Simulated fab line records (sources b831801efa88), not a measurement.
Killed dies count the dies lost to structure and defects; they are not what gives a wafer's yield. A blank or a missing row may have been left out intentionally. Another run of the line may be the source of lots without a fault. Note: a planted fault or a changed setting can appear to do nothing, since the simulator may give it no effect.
fab line records ; flow sky130 ; part 1 of 2: steps 1 to 23 of 34
record: lots: 5; wafers: 15; lastDay: 50
route steps=708 shown POLY_GATE@213 RES_PROTECT@214 LDD_N@237
lots that met no fault: taken from a fault-free run of the same line
startH: hours from the record's opening day to when the first of the lot's shown wafers began ; waitH: hours from the lot's prior step to this one ; " the same as in the row above ; L1.1+2: several wafers, shown together as one row ; - no value, or no start was given ; * or withheld: withheld ; < > ~ a bound
route shown NAME@n: a module of which the file shows steps, and the number in the route of the first ; usual: the fault-free wafers' mean and standard deviation ; same: alike in all rows ; chamber/n: place in a boat ; sites: per-site readings ; _std_site: their standard deviation ; _edge_site: mean of outer sites minus mean of inner sites ; radiusMm: for every site, how far away it sits from the centre of the wafer ; mask NAME#n: copy n ; behind: the most recent tool/chamber to have shaped the wafer ; hold: the reason the lot was held/the length of the hold in hours/how it ended ; device: transistor that didn't switch, given as n, p or np ; end of line: tests of these same wafers at the route's end ; a step without rows: its recipe alone ; killed: dies that structure and defects cost at the first sort, which is not the same as the wafer's yield ; map: a wafer's dies, marking killed ones x, the rest . and places with no die _
set.NAME: the setting as run; set.NAME@STEP: as run at that earlier step ; model.NAME: the simulator's own value behind a step, which no gauge read
lots at selected steps of the route; one table per step, one row per wafer
services: when a tool's chamber went out of use (startH, in hours from the record's first day, below 0 if earlier), for how many hours, and the reason
== steps ==
step: SKY_POLY_GATE_IMPLANT_02
recipe: species: P; energyKev: 30; doseCm2: 7.7e+15; tiltDeg: 0
usual: doseIonsCm2: 7.7e+15/8e+12
lot.wafer;tool;chamber;startH;waitH;doseIonsCm2
L075.1;implanter-01;0;341.37;0.1;7.703e+15
L075.2;implanter-01;0;341.37;0.1;7.71e+15
L075.3;implanter-01;0;341.37;0.1;7.697e+15
L081.4;implanter-03;0;401.21;0.1;7.699e+15
L081.5;implanter-03;0;401.21;0.1;7.695e+15
L081.6;implanter-03;0;401.21;0.1;7.704e+15
L087.3;implanter-01;0;456.28;0.1;7.697e+15
L087.4;implanter-01;0;456.28;0.1;7.724e+15
L087.5;implanter-01;0;456.28;0.1;7.705e+15
L089.1;implanter-03;0;464.52;0.1;7.702e+15
L089.4;implanter-03;0;464.52;0.1;7.696e+15
L089.5;implanter-03;0;464.52;0.1;7.701e+15
L096.1;implanter-03;0;524.32;0.1;7.7e+15
L096.3;implanter-03;0;524.32;0.1;7.708e+15
L096.5;implanter-03;0;524.32;0.1;7.698e+15
step: SKY_RES_PROTECT_STRIP_07
recipe: chemistry: O2/N2; powerW: 1400; pressureMtorr: 1500; platenTempC: withheld; o2FlowSccm: 3000; n2FlowSccm: 300; overashFraction: 0.5
usual: drypumpMotorCurrentA: 5.8/0.57; oesProductAu: 0.518/0.0049; stripTimeToEndpointS: 23.29/0.044
lot.wafer;tool;chamber;startH;waitH;drypumpMotorCurrentA;oesProductAu;rfHoursCounterH;stripTimeToEndpointS
L075.1;plasmaAsher-01;1;341.52;0.1;5.4;0.510;22;23.32
L075.2;plasmaAsher-01;0;341.52;0.1;6.6;0.520;22;23.32
L075.3;plasmaAsher-01;0;341.52;0.1;6.6;0.512;-;23.34
L081.4;plasmaAsher-03;1;401.31;0.1;5.4;0.519;-;23.31
L081.5;plasmaAsher-03;1;401.31;0.1;5.4;0.517;-;23.33
L081.6;plasmaAsher-03;0;401.31;0.1;6.4;0.519;-;23.27
L087.3;plasmaAsher-03;0;456.41;0.1;6.5;0.518;-;23.24
L087.4;plasmaAsher-03;1;456.41;0.1;5.3;0.520;-;23.26
L087.5;plasmaAsher-03;1;456.41;0.1;5.3;0.520;-;23.30
L089.1;plasmaAsher-04;1;464.67;0.1;5.3;0.520;78;23.31
L089.4;plasmaAsher-04;0;464.67;0.1;5.3;0.522;-;23.30
L089.5;plasmaAsher-04;0;464.67;0.1;5.3;0.516;-;23.34
L096.1;plasmaAsher-04;1;524.47;0.1;5.3;0.520;84;23.30
L096.3;plasmaAsher-04;0;524.47;0.1;5.3;0.518;-;23.29
L096.5;plasmaAsher-04;0;524.47;0.1;5.3;0.520;-;23.33
step: SKY_RES_PROTECT_TW_MEAS_08
usual: POLY_GATE_TW: 4039/36
lot.wafer;tool;chamber;startH;waitH;POLY_GATE_TW
L075.1;filmMetro-01;-;341.62;0.1;4071
L075.2;filmMetro-01;-;341.62;0.1;4051
L075.3;filmMetro-01;-;341.62;0.1;4076
L081.4;filmMetro-03;-;401.41;0.1;4064
L081.5;filmMetro-03;-;401.41;0.1;4042
L081.6;filmMetro-03;-;401.41;0.1;4047
L087.3;filmMetro-04;-;456.50;0.1;3980
L087.4;filmMetro-04;-;456.50;0.1;3969
L087.5;filmMetro-04;-;456.50;0.1;3987
L089.1;filmMetro-03;-;464.77;0.1;4056
L089.4;filmMetro-03;-;464.77;0.1;4043
L089.5;filmMetro-03;-;464.77;0.1;4043
L096.1;filmMetro-03;-;524.57;0.1;4044
L096.3;filmMetro-03;-;524.57;0.1;4046
L096.5;filmMetro-03;-;524.57;0.1;4080
step: SKY_RES_PROTECT_CLEAN_09
recipe: chemistry: SC1/SC2; mix: 1:4:20; tempC: 70; timeS: 150; dry: n2Spin
lot.wafer;tool;chamber;startH;waitH
L075.1+2+3;wetBench-04;1;341.68;0.1
L081.4+5+6;wetBench-01;1;401.44;0.0
L087.3+4+5;wetBench-03;3;456.54;0.0
L089.1+4+5;wetBench-01;3;464.83;0.1
L096.1+3+5;wetBench-03;1;524.63;0.1
step: SKY_POLY_GATE_CVD_03
recipe: material: Si3N4; precursor: DCS/NH3; targetThkNm: 75; tempC: 770; timeS: 1290; pressureMtorr: 250
usual: spikeTcLowerC: 770.2/1.4; zonePowerBottomPct: 19.2/1.6
lot.wafer;tool;chamber;startH;waitH;spikeTcLowerC;zonePowerBottomPct
L075.1;lpcvd-02;1;344.53;2.8;770.8;19.9
L075.2;lpcvd-02;1;344.53;2.8;771.3;20.2
L075.3;lpcvd-02;1;344.53;2.8;769.4;20.5
L081.4;lpcvd-02;1;401.49;0.0;771.2;20.0
L081.5;lpcvd-02;1;401.49;0.0;770.3;20.1
L081.6;lpcvd-02;1;401.49;0.0;770.2;20.1
L087.3;lpcvd-02;1;456.59;0.0;770.3;20.0
L087.4;lpcvd-02;1;456.59;0.0;769.7;20.3
L087.5;lpcvd-02;1;456.59;0.0;770.7;20.2
L089.1;lpcvd-02;0;464.88;0.0;770.6;16.7
L089.4;lpcvd-02;0;464.88;0.0;773.4;16.6
L089.5;lpcvd-02;0;464.88;0.0;773.3;16.4
L096.1;lpcvd-02;1;524.68;0.0;770.2;19.9
L096.3;lpcvd-02;1;524.68;0.0;769.9;20.1
L096.5;lpcvd-02;1;524.68;0.0;769.7;20.5
step: SKY_POLY_GATE_THK_MEAS_04
recipe: reads: Si3N4_of_POLY_GATE_CVD_03
usual: POLY_GATE_CVD_03_THK: 75.2/0.79
lot.wafer;tool;chamber;startH;waitH;POLY_GATE_CVD_03_THK[nm]
L075.1;filmMetro-04;-;345.88;0.0;73.6
L075.2;filmMetro-04;-;345.88;0.0;72.9
L075.3;filmMetro-04;-;345.88;0.0;73.6
L081.4;filmMetro-03;-;403.56;0.0;75.2
L081.5;filmMetro-03;-;403.56;0.0;74.7
L081.6;filmMetro-03;-;403.56;0.0;75.5
L087.3;filmMetro-04;-;457.97;0.0;74.6
L087.4;filmMetro-04;-;457.97;0.0;75.7
L087.5;filmMetro-04;-;457.97;0.0;75.6
L089.1;filmMetro-04;-;466.24;0.0;73.6
L089.4;filmMetro-04;-;466.24;0.0;74.2
L089.5;filmMetro-04;-;466.24;0.0;75.0
L096.1;filmMetro-02;-;526.03;0.0;74.1
L096.3;filmMetro-02;-;526.03;0.0;73.1
L096.5;filmMetro-02;-;526.03;0.0;73.6
step: SKY_POLY_GATE_DEHYDRATE_05
recipe: tempC: 200; timeS: 60
usual: exhaustPa: 44.9/0.86
lot.wafer;tool;chamber;startH;waitH;exhaustPa
L075.1;lithoTrack-02;0;359.08;13.2;44.1
L075.2;lithoTrack-02;0;359.08;13.2;44.3
L075.3;lithoTrack-02;0;359.08;13.2;45.3
L081.4;lithoTrack-04;0;417.64;14.1;45.5
L081.5;lithoTrack-04;0;417.64;14.1;43.6
L081.6;lithoTrack-04;0;417.64;14.1;46.2
L087.3;lithoTrack-01;0;472.91;14.9;44.0
L087.4;lithoTrack-01;0;472.91;14.9;45.1
L087.5;lithoTrack-01;0;472.91;14.9;45.5
L089.1;lithoTrack-04;0;480.72;14.5;44.8
L089.4;lithoTrack-04;0;480.72;14.5;45.5
L089.5;lithoTrack-04;0;480.72;14.5;44.3
L096.1;lithoTrack-02;0;540.63;14.6;46.1
L096.3;lithoTrack-02;0;540.63;14.6;43.6
L096.5;lithoTrack-02;0;540.63;14.6;45.1
step: SKY_POLY_GATE_HMDS_06
recipe: primeTimeS: 60; primeTempC: 120
usual: exhaustPa: 45.0/0.99
lot.wafer;tool;chamber;startH;waitH;exhaustPa
L075.1;lithoTrack-02;0;359.23;0.1;45.7
L075.2;lithoTrack-02;0;359.23;0.1;45.0
L075.3;lithoTrack-02;0;359.23;0.1;44.2
L081.4;lithoTrack-04;0;417.79;0.1;44.3
L081.5;lithoTrack-04;0;417.79;0.1;45.6
L081.6;lithoTrack-04;0;417.79;0.1;43.0
L087.3;lithoTrack-01;0;473.06;0.1;45.4
L087.4;lithoTrack-01;0;473.06;0.1;47.3
L087.5;lithoTrack-01;0;473.06;0.1;44.5
L089.1;lithoTrack-04;0;480.87;0.1;43.6
L089.4;lithoTrack-04;0;480.87;0.1;44.5
L089.5;lithoTrack-04;0;480.87;0.1;45.1
L096.1;lithoTrack-02;0;540.78;0.1;45.1
L096.3;lithoTrack-02;0;540.78;0.1;46.7
L096.5;lithoTrack-02;0;540.78;0.1;45.6
step: SKY_POLY_GATE_COAT_07
recipe: resist: BARC; tempC: withheld; timeS: withheld; spinRpm: 3000; resistThkNm: 110
usual: exhaustPa: 45.0/0.88
lot.wafer;tool;chamber;startH;waitH;exhaustPa
L075.1;lithoTrack-02;0;359.38;0.1;45.6
L075.2;lithoTrack-02;0;359.38;0.1;45.1
L075.3;lithoTrack-02;0;359.38;0.1;44.6
L081.4;lithoTrack-04;0;417.94;0.1;45.7
L081.5;lithoTrack-04;0;417.94;0.1;46.0
L081.6;lithoTrack-04;0;417.94;0.1;46.0
L087.3;lithoTrack-01;0;473.21;0.1;45.2
L087.4;lithoTrack-01;0;473.21;0.1;46.5
L087.5;lithoTrack-01;0;473.21;0.1;44.6
L089.1;lithoTrack-04;0;481.02;0.1;43.8
L089.4;lithoTrack-04;0;481.02;0.1;45.5
L089.5;lithoTrack-04;0;481.02;0.1;43.7
L096.1;lithoTrack-02;0;540.93;0.1;44.5
L096.3;lithoTrack-02;0;540.93;0.1;44.4
L096.5;lithoTrack-02;0;540.93;0.1;44.1
step: SKY_POLY_GATE_COAT_08
recipe: resist: KrF-thick; spinRpm: 3000; resistThkNm: 450
usual: exhaustPa: 44.7/0.84
lot.wafer;tool;chamber;startH;waitH;exhaustPa
L075.1;lithoTrack-02;0;-;-;42.7
L075.2;lithoTrack-02;0;-;-;45.2
L075.3;lithoTrack-02;0;-;-;45.7
L081.4;lithoTrack-04;0;-;-;44.9
L081.5;lithoTrack-04;0;-;-;44.2
L081.6;lithoTrack-04;0;-;-;44.3
L087.3;lithoTrack-01;0;-;-;45.2
L087.4;lithoTrack-01;0;-;-;43.9
L087.5;lithoTrack-01;0;-;-;44.7
L089.1;lithoTrack-04;0;-;-;44.3
L089.4;lithoTrack-04;0;-;-;45.4
L089.5;lithoTrack-04;0;-;-;46.1
L096.1;lithoTrack-02;0;-;-;43.5
L096.3;lithoTrack-02;0;-;-;43.4
L096.5;lithoTrack-02;0;-;-;43.6
step: SKY_POLY_GATE_SOFTBAKE_09
recipe: tempC: 100; timeS: 90; resist: KrF-thick
usual: exhaustPa: 44.9/0.95
lot.wafer;tool;chamber;startH;waitH;exhaustPa
L075.1;lithoTrack-02;0;-;-;44.6
L075.2;lithoTrack-02;0;-;-;43.5
L075.3;lithoTrack-02;0;-;-;43.7
L081.4;lithoTrack-04;0;-;-;45.6
L081.5;lithoTrack-04;0;-;-;45.1
L081.6;lithoTrack-04;0;-;-;45.3
L087.3;lithoTrack-01;0;-;-;44.9
L087.4;lithoTrack-01;0;-;-;43.8
L087.5;lithoTrack-01;0;-;-;44.5
L089.1;lithoTrack-04;0;-;-;44.2
L089.4;lithoTrack-04;0;-;-;43.9
L089.5;lithoTrack-04;0;-;-;44.3
L096.1;lithoTrack-02;0;-;-;45.4
L096.3;lithoTrack-02;0;-;-;46.8
L096.5;lithoTrack-02;0;-;-;44.4
step: SKY_POLY_GATE_EXPOSE_10
recipe: maskId: P1M; na: 0.68; sourceShape: conventional; sigmaOuter: 0.6; targetCdNm: 150; doseMj: 28
lot.wafer;tool;chamber;startH;waitH;mask
L075.1+2+3;krfScanner-02;0;-;-;P1M#0
L081.4+5+6;krfScanner-01;0;-;-;P1M#0
L087.3+4+5;krfScanner-02;0;-;-;P1M#0
L089.1+4+5;krfScanner-02;0;-;-;P1M#0
L096.1+3+5;krfScanner-02;0;-;-;P1M#0
step: SKY_POLY_GATE_PEB_11
recipe: pebTempC: withheld; pebTimeS: withheld; resist: KrF-thick
usual: exhaustPa: 45.2/0.9
lot.wafer;tool;chamber;startH;waitH;exhaustPa
L075.1;lithoTrack-01;0;-;-;44.5
L075.2;lithoTrack-01;0;-;-;44.6
L075.3;lithoTrack-01;0;-;-;45.2
L081.4;lithoTrack-01;0;-;-;45.7
L081.5;lithoTrack-01;0;-;-;44.6
L081.6;lithoTrack-01;0;-;-;46.9
L087.3;lithoTrack-01;0;-;-;44.4
L087.4;lithoTrack-01;0;-;-;45.8
L087.5;lithoTrack-01;0;-;-;45.1
L089.1;lithoTrack-04;0;-;-;45.5
L089.4;lithoTrack-04;0;-;-;44.6
L089.5;lithoTrack-04;0;-;-;47.2
L096.1;lithoTrack-02;0;-;-;44.7
L096.3;lithoTrack-02;0;-;-;43.6
L096.5;lithoTrack-02;0;-;-;45.6
step: SKY_POLY_GATE_DEVELOP_12
recipe: developTimeS: 60; resist: KrF-thick; devTempC: 21
usual: exhaustPa: 45.2/0.94
lot.wafer;tool;chamber;startH;waitH;exhaustPa
L075.1;lithoTrack-01;0;-;-;44.5
L075.2;lithoTrack-01;0;-;-;44.8
L075.3;lithoTrack-01;0;-;-;45.8
L081.4;lithoTrack-01;0;-;-;45.7
L081.5;lithoTrack-01;0;-;-;46.4
L081.6;lithoTrack-01;0;-;-;44.8
L087.3;lithoTrack-01;0;-;-;46.0
L087.4;lithoTrack-01;0;-;-;45.2
L087.5;lithoTrack-01;0;-;-;45.5
L089.1;lithoTrack-04;0;-;-;44.7
L089.4;lithoTrack-04;0;-;-;45.3
L089.5;lithoTrack-04;0;-;-;46.0
L096.1;lithoTrack-02;0;-;-;46.5
L096.3;lithoTrack-02;0;-;-;45.9
L096.5;lithoTrack-02;0;-;-;46.5
step: SKY_POLY_GATE_CD_MEAS_13
recipe: targetCdNm: 150
usual: cdNm: 150.2/1.6
lot.wafer;tool;chamber;startH;waitH;cdNm
L075.1;cdSem-02;-;373.31;-;150.0
L075.2;cdSem-02;-;373.31;-;148.7
L075.3;cdSem-02;-;373.31;-;148.8
L081.4;cdSem-02;-;433.47;-;152.2
L081.5;cdSem-02;-;433.47;-;151.3
L081.6;cdSem-02;-;433.47;-;151.7
L087.3;cdSem-01;-;488.55;-;148.4
L087.4;cdSem-01;-;488.55;-;148.4
L087.5;cdSem-01;-;488.55;-;147.2
L089.1;cdSem-02;-;496.67;-;149.8
L089.4;cdSem-02;-;496.67;-;148.8
L089.5;cdSem-02;-;496.67;-;147.9
L096.1;cdSem-02;-;555.54;-;149.3
L096.3;cdSem-02;-;555.54;-;149.2
L096.5;cdSem-02;-;555.54;-;149.2
step: SKY_POLY_GATE_OVL_MEAS_14
usual: POLY_GATE_OVL: 5/6.5
lot.wafer;tool;chamber;startH;waitH;POLY_GATE_OVL[nm]
L075.1;overlay-02;-;373.43;0.1;-6
L075.2;overlay-02;-;373.43;0.1;4
L075.3;overlay-02;-;373.43;0.1;4
L081.4;overlay-02;-;433.55;0.1;-8
L081.5;overlay-02;-;433.55;0.1;-4
L081.6;overlay-02;-;433.55;0.1;-1
L087.3;overlay-02;-;488.65;0.1;4
L087.4;overlay-02;-;488.65;0.1;12
L087.5;overlay-02;-;488.65;0.1;12
L089.1;overlay-02;-;496.80;0.1;9
L089.4;overlay-02;-;496.80;0.1;0
L089.5;overlay-02;-;496.80;0.1;8
L096.1;overlay-01;-;555.66;0.1;8
L096.3;overlay-01;-;555.66;0.1;12
L096.5;overlay-01;-;555.66;0.1;9
step: SKY_POLY_GATE_ETCH_15
recipe: chemistry: N2/H2; target: BARC; ionEnergyEv: 200; sourceW: 500; biasW: 100; pressureMtorr: 30; n2FlowSccm: 100; h2FlowSccm: 200; stopOn: SiO2; timeS: 118.5; targetDepthA: 1100
usual: drypumpMotorCurrentA: 5.9/0.43; oesProductAu: 0.716/0.0045; rfFwdPowerW: 497.8/1.6; throttleValvePct: 13.212/0.0097
lot.wafer;tool;chamber;startH;waitH;drypumpMotorCurrentA;oesProductAu;rfFwdPowerW;rfHoursCounterH;throttleValvePct
L075.1;rieDiel-02;1;373.47;0.0;5.7;0.718;497.0;88;13.215
L075.2;rieDiel-02;2;373.47;0.0;5.8;0.720;497.1;76;13.210
L075.3;rieDiel-02;3;373.47;0.0;5.7;0.718;498.0;56;13.219
L081.4;rieDiel-03;1;433.57;0.0;5.6;0.725;497.7;24;13.211
L081.5;rieDiel-03;0;433.57;0.0;6.0;0.721;498.3;-;13.207
L081.6;rieDiel-03;1;433.57;0.0;5.6;0.719;496.2;-;13.215
L087.3;rieDiel-02;3;488.67;0.0;5.7;0.714;495.3;58;13.213
L087.4;rieDiel-02;0;488.67;0.0;5.1;0.723;496.6;71;13.204
L087.5;rieDiel-02;0;488.67;0.0;5.1;0.713;497.2;-;13.208
L089.1;rieDiel-04;3;496.84;0.0;6.3;0.715;501.8;3;13.225
L089.4;rieDiel-04;0;496.84;0.0;5.7;0.712;497.0;4;13.220
L089.5;rieDiel-04;2;496.84;0.0;6.6;0.712;500.8;-;13.209
L096.1;rieDiel-04;0;555.69;0.0;5.7;0.716;499.1;5;13.192
L096.3;rieDiel-04;3;555.69;0.0;6.3;0.717;499.3;4;13.190
L096.5;rieDiel-04;1;555.69;0.0;6.2;0.719;496.0;-;13.221
step: SKY_POLY_GATE_ETCH_16
recipe: stopOn: poly-Si; chemistry: CH3F/O2; target: Si3N4; sourceW: 400; biasW: 80; pressureMtorr: 25; ch3fFlowSccm: 40; O2_flow_sccm: 30; timeS: 147.5; targetDepthA: 750
usual: drypumpMotorCurrentA: 5.9/0.42; oesProductAu: 0.641/0.0054; rfFwdPowerW: 398.3/1.1; throttleValvePct: 10.535/0.0089
lot.wafer;tool;chamber;startH;waitH;drypumpMotorCurrentA;oesProductAu;rfFwdPowerW;rfHoursCounterH;throttleValvePct
L075.1;rieDiel-02;1;373.55;0.0;5.7;0.631;396.9;88;10.539
L075.2;rieDiel-02;2;373.55;0.0;5.8;0.633;396.4;76;10.544
L075.3;rieDiel-02;3;373.55;0.0;5.7;0.635;397.8;56;10.535
L081.4;rieDiel-03;1;433.65;0.0;5.5;0.648;397.9;24;10.534
L081.5;rieDiel-03;0;433.65;0.0;6.0;0.640;399.4;-;10.526
L081.6;rieDiel-03;1;433.65;0.0;5.5;0.634;398.5;-;10.539
L087.3;rieDiel-02;3;488.75;0.0;5.7;0.637;397.2;58;10.534
L087.4;rieDiel-02;0;488.75;0.0;5.2;0.641;397.6;71;10.521
L087.5;rieDiel-02;0;488.75;0.0;5.2;0.639;397.3;-;10.532
L089.1;rieDiel-04;3;496.92;0.0;6.3;0.644;397.5;3;10.539
L089.4;rieDiel-04;0;496.92;0.0;5.7;0.636;400.5;4;10.533
L089.5;rieDiel-04;2;496.92;0.0;6.6;0.641;398.8;-;10.521
L096.1;rieDiel-04;0;555.77;0.0;5.7;0.640;398.8;5;10.536
L096.3;rieDiel-04;3;555.77;0.0;6.3;0.629;398.5;4;10.538
L096.5;rieDiel-04;1;555.77;0.0;6.2;0.626;399.4;-;10.544
step: SKY_POLY_GATE_ETCH_17
recipe: targetDepthNm: 180; stopOn: SiO2; overEtchFrac: 0.56667; chemistry: HBr/Cl2; target: poly-Si; icpW: 400; biasW: 100; pressureMtorr: 10; HBr_flow_sccm: 150; Cl2_flow_sccm: 50; timeS: 70.5
usual: drypumpMotorCurrentA: 5.6/0.41; oesProductAu: 0.985/0.0074; rfFwdPowerW: 396.8/1.9; throttleValvePct: 33.683/0.0088
lot.wafer;tool;chamber;startH;waitH;drypumpMotorCurrentA;oesProductAu;rfFwdPowerW;rfHoursCounterH;throttleValvePct
L075.1;rieSi-02;1;373.65;0.0;5.2;0.984;398.1;4;33.683
L075.2;rieSi-02;0;373.65;0.0;5.5;0.983;396.9;1;33.698
L075.3;rieSi-02;2;373.65;0.0;5.6;0.977;395.6;17;33.682
L081.4;rieSi-02;1;433.75;0.0;5.2;0.976;399.1;5;33.681
L081.5;rieSi-02;3;433.75;0.0;5.1;0.983;394.8;-;33.680
L081.6;rieSi-02;0;433.75;0.0;5.5;0.983;396.2;-;33.657
L087.3;rieSi-01;2;488.85;0.0;5.8;0.994;396.3;7;33.688
L087.4;rieSi-01;1;488.85;0.0;6.1;0.980;395.2;1;33.664
L087.5;rieSi-01;2;488.85;0.0;5.8;0.983;395.2;-;33.672
L089.1;rieSi-01;2;497.02;0.0;5.8;0.977;394.6;7;33.675
L089.4;rieSi-01;1;497.02;0.0;6.1;0.980;399.7;1;33.688
L089.5;rieSi-01;1;497.02;0.0;6.1;0.983;397.4;-;33.674
L096.1;rieSi-02;3;555.87;0.0;5.1;0.990;397.2;3;33.675
L096.3;rieSi-02;2;555.87;0.0;5.6;0.988;394.2;18;33.673
L096.5;rieSi-02;1;555.87;0.0;5.2;0.987;399.9;-;33.673
step: SKY_POLY_GATE_STRIP_18
recipe: chemistry: O2/N2; powerW: 1400; pressureMtorr: 1500; platenTempC: withheld; o2FlowSccm: 3000; n2FlowSccm: 300; overashFraction: 0.5
usual: drypumpMotorCurrentA: 5.5/0.41; oesProductAu: 0.360/0.005; stripTimeToEndpointS: 3.16/0.052
lot.wafer;tool;chamber;startH;waitH;drypumpMotorCurrentA;oesProductAu;rfHoursCounterH;stripTimeToEndpointS
L075.1;plasmaAsher-03;1;373.71;0.0;5.4;0.362;55;3.21
L075.2;plasmaAsher-03;0;373.71;0.0;6.5;0.358;55;3.19
L075.3;plasmaAsher-03;1;373.71;0.0;5.4;0.358;-;3.13
L081.4;plasmaAsher-02;1;433.84;0.1;5.4;0.356;-;3.11
L081.5;plasmaAsher-02;1;433.84;0.1;5.4;0.369;-;3.16
L081.6;plasmaAsher-02;0;433.84;0.1;5.5;0.352;-;3.09
L087.3;plasmaAsher-02;0;488.94;0.1;5.5;0.356;-;3.14
L087.4;plasmaAsher-02;1;488.94;0.1;5.5;0.366;-;3.20
L087.5;plasmaAsher-02;0;488.94;0.1;5.5;0.365;-;3.16
L089.1;plasmaAsher-04;0;497.08;0.0;5.3;0.351;81;3.10
L089.4;plasmaAsher-04;1;497.08;0.0;5.3;0.358;-;3.09
L089.5;plasmaAsher-04;0;497.08;0.0;5.3;0.364;-;3.26
L096.1;plasmaAsher-04;1;555.93;0.0;5.3;0.354;87;3.10
L096.3;plasmaAsher-04;1;555.93;0.0;5.3;0.355;-;3.09
L096.5;plasmaAsher-04;0;555.93;0.0;5.3;0.363;-;3.16
step: SKY_POLY_GATE_CLEAN_19
recipe: chemistry: SC1/SC2; mix: 1:4:20; tempC: 70; timeS: 150; dry: n2Spin
lot.wafer;tool;chamber;startH;waitH
L075.1+2+3;wetBench-04;0;373.81;0.1
L081.4+5+6;wetBench-01;1;433.91;0.0
L087.3+4+5;wetBench-02;2;489.01;0.0
L089.1+4+5;wetBench-02;0;497.18;0.1
L096.1+3+5;wetBench-02;2;556.03;0.1
step: SKY_POLY_GATE_OXIDATION_20
recipe: tempC: 850; ambient: O2; stabiliseS: 600; purgeS: 300; targetThkA: 40; oxTimeS: 899
usual: spikeTcLowerC: 851.0/1.2; zonePowerBottomPct: 22.9/2.3
lot.wafer;tool;chamber;startH;waitH;spikeTcLowerC;zonePowerBottomPct
L075.1;furnace-02;0;377.51;3.7;852.0;24.9
L075.2;furnace-02;0;377.51;3.7;852.5;24.7
L075.3;furnace-02;0;377.51;3.7;852.5;25.3
L081.4;furnace-01;0;436.54;2.6;848.6;20.4
L081.5;furnace-01;0;436.54;2.6;851.4;20.2
L081.6;furnace-01;0;436.54;2.6;848.1;20.2
L087.3;furnace-02;0;489.06;0.0;852.1;25.2
L087.4;furnace-02;0;489.06;0.0;852.2;24.8
L087.5;furnace-02;0;489.06;0.0;851.3;24.5
L089.1;furnace-02;0;497.23;0.0;852.5;24.3
L089.4;furnace-02;0;497.23;0.0;851.7;24.9
L089.5;furnace-02;0;497.23;0.0;853.3;24.5
L096.1;furnace-01;0;556.08;0.0;849.6;20.3
L096.3;furnace-01;0;556.08;0.0;849.0;20.4
L096.5;furnace-01;0;556.08;0.0;850.4;20.8
step: SKY_POLY_GATE_THK_MEAS_21
recipe: reads: SiO2_of_POLY_GATE_OXIDATION_20
usual: POLY_GATE_OXIDATION_THK: 4.01/0.08
lot.wafer;tool;chamber;startH;waitH;POLY_GATE_OXIDATION_THK[nm]
L075.1;filmMetro-03;-;378.76;0.0;4.07
L075.2;filmMetro-03;-;378.76;0.0;4.02
L075.3;filmMetro-03;-;378.76;0.0;3.92
L081.4;filmMetro-04;-;437.82;0.0;3.94
L081.5;filmMetro-04;-;437.82;0.0;3.89
L081.6;filmMetro-04;-;437.82;0.0;3.91
L087.3;filmMetro-04;-;490.33;0.0;4.05
L087.4;filmMetro-04;-;490.33;0.0;4.06
L087.5;filmMetro-04;-;490.33;0.0;3.97
L089.1;filmMetro-04;-;498.48;0.0;4.04
L089.4;filmMetro-04;-;498.48;0.0;4.16
L089.5;filmMetro-04;-;498.48;0.0;4.14
L096.1;filmMetro-03;-;557.33;0.0;4.19
L096.3;filmMetro-03;-;557.33;0.0;4.10
L096.5;filmMetro-03;-;557.33;0.0;4.20
